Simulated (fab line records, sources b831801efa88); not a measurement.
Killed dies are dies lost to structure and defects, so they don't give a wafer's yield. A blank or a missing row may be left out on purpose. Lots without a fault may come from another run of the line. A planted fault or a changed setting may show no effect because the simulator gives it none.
Chamber matching | flow gf180mcu | GF_V5_CMP_04 on cmp-02: 4 sister chambers
The step polishes SiO2. 18 wafers are shown with their chamber, then 9 later ones without.

WAFERS WITH THEIR CHAMBER
wafer  | chamber | motor_current_A (A)
L635.1 | 1       | 11.8
L635.3 | 3       | 11.2
L635.4 | 2       | 11.6
L640.2 | 1       | 11.2
L640.3 | 2       | 11.3
L640.4 | 3       | 11.2
L641.1 | 3       | 11.4
L641.3 | 2       | 11.4
L641.6 | 0       | 10.7
L643.2 | 2       | 11.6
L643.3 | 0       | 10.5
L643.6 | 1       | 11.6
L644.2 | 0       | 11.0
L644.4 | 1       | 10.7
L644.6 | 2       | 11.3
L647.2 | 1       | 11.2
L647.4 | 2       | 11.5
L647.5 | 3       | 11.1

SIGNATURES (means of the wafers above)
reading         | chamber 0 | chamber 1 | chamber 2 | chamber 3 | scatter within a chamber
motor_current_A | 10.733    | 11.300    | 11.450    | 11.225    | 0.266
Rule: a wafer's distance from a chamber is the root of the sum, over the readings, of the square of ((its reading less the chamber's mean) divided by the reading's scatter). The wafer belongs to the nearest chamber; if the next one is less than 2 further off, it can't be placed. The scatter: the root of (the sum of the squares of (reading less its chamber's mean) over the shown wafers, divided by (wafers less chambers)).

WAFERS WITHOUT THEIR CHAMBER
wafer  | motor_current_A (A)
L650.4 | 10.9
L650.5 | 11.7
L650.6 | 11.5
L655.3 | 11.5
L655.4 | 10.8
L655.5 | 11.2
L656.2 | 11.3
L656.4 | 11.6
L656.6 | 11.7

WHICH CHAMBER EACH WENT THROUGH
wafer  | from the rows above               | in truth
L650.4 | can't be placed: 0 or 3 or 1 or 2 | 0
L650.5 | can't be placed: 2 or 1 or 3      | 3
L650.6 | can't be placed: 2 or 1 or 3      | 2
L655.3 | can't be placed: 2 or 1 or 3      | 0
L655.4 | can't be placed: 0 or 3 or 1      | 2
L655.5 | can't be placed: 3 or 1 or 2 or 0 | 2
L656.2 | can't be placed: 1 or 3 or 2      | 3
L656.4 | can't be placed: 2 or 1 or 3      | 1
L656.6 | can't be placed: 2 or 1 or 3      | 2
Placed correctly: 0 of 9. Can't be placed from these rows: 9 (the true chamber is among the candidates in 7). Placed wrongly: 0.
